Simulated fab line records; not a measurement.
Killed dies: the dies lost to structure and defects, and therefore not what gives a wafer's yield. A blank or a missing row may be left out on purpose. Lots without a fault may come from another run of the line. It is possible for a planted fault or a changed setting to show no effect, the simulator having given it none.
fab line records | flow gf180mcu | part 2 of 2: steps 29 to 39 of 39
[record] lots = 5 wafers = 15 last-day = 34
route steps=602 shown V4@478 MIM@503
lots untouched by any fault: they come from a run of this same line in which no faults occurred
start-h: start of the lot's first displayed wafer, in hours after the record's first day | wait-h: hours elapsed since this lot's preceding step | " identical to the entry in the row above | L1.1+2: several wafers, shown together as one row | - value missing, or start not given | * or withheld: withheld | < > ~ a bound
route shown NAME@n: a module of which the file shows steps, and the number in the route of the first | usual: average and standard deviation across the fault-free wafers | same: alike in all rows | chamber/n: place in a boat | sites: per-site readings | _std_site: the standard deviation of these | _edge_site: the outer-site mean with the inner-site mean subtracted | radius-mm: how far each site lies from the wafer's centre | mask NAME#n: copy n | behind: the tool/chamber that last shaped the wafer | hold: why the lot went on hold/how many hours it stayed there/how the hold came to an end | device: the n, p or np transistor that did not switch | end of line: the route-end tests of the same wafers | a step with no rows: only its recipe | killed: dies that structure and defects cost at the first sort, which is not the same as the wafer's yield | map: dies across one wafer; x = killed, . = not, _ = none there
set.NAME: the setting as run; set.NAME@STEP: as run at that earlier step | model.NAME: the simulator's own value behind a step, which no gauge read
certain route steps with their lots: each step a table, each wafer a row
services: from which hour (start-h, from the record's first day; less than 0 if before it) a tool's chamber was out of use, for how many hours, and why
[[steps]]
[step GF_MIM_SPUTTER_03]
[recipe] material = Ti target-thk-nm = 10 substrate-temp-c = 300 chamber-pressure-pa = 0.3 power-w = 3000 time-s = 6.7
[usual] throttle-valve-pct = 29.8/1.1
// columns lot.wafer tool chamber start-h wait-h throttle-valve-pct
L077.3 pvd-sputter-02 - 595.02 0.0 29.5
L077.5 " - " " 27.9
L077.6 " - " " 29.4
L086.3 pvd-sputter-04 - 666.47 0.0 31.4
L086.4 " - " " 31.0
L086.5 " - " " 31.4
L088.2 pvd-sputter-02 - 672.58 0.0 30.5
L088.3 " - " " 29.4
L088.6 " - " " 30.9
L091.1 pvd-sputter-01 - 690.27 0.0 29.2
L091.3 " - " " 27.7
L091.4 " - " " 29.9
L094.1 pvd-sputter-04 - 715.06 0.0 30.9
L094.5 " - " " 30.2
L094.6 " - " " 30.4
[step GF_MIM_SPUTTER_04]
[recipe] material = TiN target-thk-nm = 50 power-w = 6500 time-s = 41.7 chamber-pressure-pa = 0.4
[usual] throttle-valve-pct = 29.8/1.1
// columns lot.wafer tool chamber start-h wait-h throttle-valve-pct
L077.3 pvd-sputter-02 - 595.04 0.0 29.3
L077.5 " - " " 27.8
L077.6 " - " " 29.1
L086.3 pvd-sputter-04 - 666.49 0.0 31.4
L086.4 " - " " 31.3
L086.5 " - " " 31.3
L088.2 pvd-sputter-02 - 672.60 0.0 30.4
L088.3 " - " " 29.5
L088.6 " - " " 30.8
L091.1 pvd-sputter-01 - 690.29 0.0 29.1
L091.3 " - " " 27.9
L091.4 " - " " 29.8
L094.1 pvd-sputter-04 - 715.08 0.0 31.4
L094.5 " - " " 30.4
L094.6 " - " " 30.5
[step GF_MIM_CVD_05]
[recipe] material = Si3N4 target-thk-nm = 42 temp-max-c = 400 temp-c = 385 time-s = 29.086 rf-w = 450
[usual] heater-power-w = 648/57
// columns lot.wafer tool chamber start-h wait-h heater-power-w
L077.3 pecvd-04 0 595.08 0.0 609
L077.5 " 1 " " 658
L077.6 " 0 " " 618
L086.3 pecvd-04 2 666.55 0.0 614
L086.4 " 0 " " 595
L086.5 " 2 " " 596
L088.2 pecvd-04 0 672.64 0.0 617
L088.3 " 1 " " 587
L088.6 " 0 " " 628
L091.1 pecvd-02 2 690.33 0.0 683
L091.3 " 0 " " 680
L091.4 " 0 " " 692
L094.1 pecvd-04 2 715.12 0.0 686
L094.5 " 2 " " 695
L094.6 " 1 " " 602
[step GF_MIM_THK_MEAS_06]
[recipe] reads = Si3N4_of_MIM_CVD_05
[usual] MIM_CVD_05_THK = 42.0/0.59
// columns lot.wafer tool chamber start-h wait-h MIM_CVD_05_THK[nm]
L077.3 film-metro-01 - 595.13 0.0 41.3
L077.5 " - " " 41.4
L077.6 " - " " 42.4
L086.3 film-metro-02 - 666.60 0.0 42.1
L086.4 " - " " 42.6
L086.5 " - " " 42.1
L088.2 film-metro-03 - 672.68 0.0 41.7
L088.3 " - " " 41.0
L088.6 " - " " 42.3
L091.1 film-metro-03 - 690.36 0.0 41.8
L091.3 " - " " 42.0
L091.4 " - " " 42.6
L094.1 film-metro-01 - 715.15 0.0 41.9
L094.5 " - " " 42.9
L094.6 " - " " 42.8
[step GF_MIM_SPUTTER_07]
[recipe] material = TiN target-thk-nm = 60 power-w = 6500 time-s = 50 chamber-pressure-pa = 0.4
[usual] throttle-valve-pct = 30.1/1.1
// columns lot.wafer tool chamber start-h wait-h throttle-valve-pct
L077.3 pvd-sputter-04 - 595.17 0.0 31.3
L077.5 " - " " 31.0
L077.6 " - " " 30.5
L086.3 pvd-sputter-02 - 666.64 0.0 30.6
L086.4 " - " " 27.9
L086.5 " - " " 29.3
L088.2 pvd-sputter-04 - 672.73 0.0 31.3
L088.3 " - " " 30.8
L088.6 " - " " 30.2
L091.1 pvd-sputter-04 - 690.42 0.1 30.8
L091.3 " - " " 31.4
L091.4 " - " " 31.3
L094.1 pvd-sputter-02 - 715.21 0.1 30.9
L094.5 " - " " 29.3
L094.6 " - " " 28.0
[step GF_MIM_SPUTTER_08]
[recipe] material = AlCu target-thk-nm = 200 power-w = 10600 time-s = 10.6 chamber-pressure-pa = 0.4
[usual] throttle-valve-pct = 30.2/1.1
// columns lot.wafer tool chamber start-h wait-h throttle-valve-pct
L077.3 pvd-sputter-04 - 595.22 0.0 31.4
L077.5 " - " " 31.3
L077.6 " - " " 30.9
L086.3 pvd-sputter-02 - 666.69 0.0 31.1
L086.4 " - " " 27.9
L086.5 " - " " 29.7
L088.2 pvd-sputter-04 - 672.78 0.0 31.1
L088.3 " - " " 30.6
L088.6 " - " " 30.3
L091.1 pvd-sputter-04 - 690.46 0.0 30.6
L091.3 " - " " 30.9
L091.4 " - " " 31.4
L094.1 pvd-sputter-02 - 715.26 0.0 30.9
L094.5 " - " " 29.5
L094.6 " - " " 27.7
[step GF_MIM_SPUTTER_09]
[recipe] material = TiN target-thk-nm = 35 power-w = 6500 time-s = 29.2 chamber-pressure-pa = 0.4
[usual] throttle-valve-pct = 30.2/1.1
// columns lot.wafer tool chamber start-h wait-h throttle-valve-pct
L077.3 pvd-sputter-04 - 595.24 0.0 31.3
L077.5 " - " " 31.2
L077.6 " - " " 30.8
L086.3 pvd-sputter-02 - 666.71 0.0 31.0
L086.4 " - " " 28.0
L086.5 " - " " 29.4
L088.2 pvd-sputter-04 - 672.80 0.0 31.4
L088.3 " - " " 30.6
L088.6 " - " " 30.4
L091.1 pvd-sputter-04 - 690.49 0.0 30.9
L091.3 " - " " 31.3
L091.4 " - " " 31.4
L094.1 pvd-sputter-02 - 715.28 0.0 31.2
L094.5 " - " " 29.7
L094.6 " - " " 28.0
[step GF_MIM_RS_MEAS_10]
[recipe] thk-meas-gauge = four-point-probe reads = TiN_of_MIM_SPUTTER_09+AlCu_of_MIM_SPUTTER_08+TiN_of_MIM_SPUTTER_07
[usual] MIM_ALCU_RS = 0.1593/0.002
// columns lot.wafer tool chamber start-h wait-h MIM_ALCU_RS[ohm/sq]
L077.3 film-metro-01 - 595.31 0.1 0.1594
L077.5 " - " " 0.1585
L077.6 " - " " 0.1560
L086.3 film-metro-01 - 666.78 0.1 0.1576
L086.4 " - " " 0.1626
L086.5 " - " " 0.1587
L088.2 film-metro-03 - 672.85 0.0 0.1595
L088.3 " - " " 0.1578
L088.6 " - " " 0.1571
L091.1 film-metro-01 - 690.52 0.0 0.1578
L091.3 " - " " 0.1602
L091.4 " - " " 0.1585
L094.1 film-metro-02 - 715.31 0.0 0.1560
L094.5 " - " " 0.1543
L094.6 " - " " 0.1601
[step GF_MIM_THK_MEAS_11]
[recipe] thk-meas-gauge = xrf reads = AlCu_of_MIM_SPUTTER_08
[usual] MIM_ALCU_THK = 197.6/2.6
// columns lot.wafer tool chamber start-h wait-h MIM_ALCU_THK[nm]
L077.3 film-metro-01 - 595.41 0.1 196.0
L077.5 " - " " 197.8
L077.6 " - " " 200.2
L086.3 film-metro-01 - 666.88 0.1 198.4
L086.4 " - " " 191.5
L086.5 " - " " 196.3
L088.2 film-metro-03 - 672.96 0.1 197.5
L088.3 " - " " 197.8
L088.6 " - " " 200.4
L091.1 film-metro-01 - 690.64 0.1 200.0
L091.3 " - " " 197.8
L091.4 " - " " 199.1
L094.1 film-metro-02 - 715.43 0.1 201.9
L094.5 " - " " 204.3
L094.6 " - " " 196.5
[step GF_MIM_DEHYDRATE_12]
[recipe] temp-c = 200 time-s = 60
// columns lot.wafer tool chamber start-h wait-h
L077.3+5+6 litho-track-01 0 605.20 9.8
L086.3+4+5 litho-track-03 0 675.91 9.0
L088.2+3+6 litho-track-01 0 681.83 8.9
L091.1+3+4 litho-track-01 0 698.95 8.3
L094.1+5+6 litho-track-01 0 723.80 8.4
[step GF_MIM_HMDS_13]
[recipe] prime-time-s = 60 prime-temp-c = 120
// columns lot.wafer tool chamber start-h wait-h
L077.3+5+6 litho-track-01 0 605.35 0.1
L086.3+4+5 litho-track-03 0 676.06 0.1
L088.2+3+6 litho-track-01 0 681.98 0.1
L091.1+3+4 litho-track-01 0 699.10 0.1
L094.1+5+6 litho-track-01 0 723.95 0.1
[[services]]
// columns tool chamber start-h hours kind
cmp-01 - 549.22 2.5 repair
cmp-01 - 549.28 2.6 repair
pvd-sputter-03 - 552.57 2.4 repair
krf-scanner-01 - 563.53 4.0 pm
pvd-sputter-03 - 570.30 2.0 repair
cmp-01 - 572.07 4.0 pm
rie-diel-04 - 572.93 14.6 pm
cmp-02 - 576.07 3.0 pm
pvd-sputter-01 - 579.95 3.7 repair
rie-diel-04 - 594.50 0.4 repair
rie-diel-04 2 606.06 4.3 repair
krf-scanner-01 - 626.16 1.3 pm
rie-diel-04 1 638.72 9.7 repair
krf-scanner-01 - 642.10 4.4 pm
rie-diel-04 2 645.01 2.9 repair
pecvd-02 - 645.07 6.0 pm
wet-bench-03 - 646.53 2.8 repair
cmp-01 - 656.03 2.9 repair
pecvd-04 1 664.64 6.7 repair
pecvd-02 1 669.53 7.0 repair
krf-scanner-01 - 669.82 1.0 pm
rie-diel-04 - 671.18 1.1 repair
wet-bench-03 - 691.02 0.5 repair
pecvd-04 1 717.78 3.5 repair
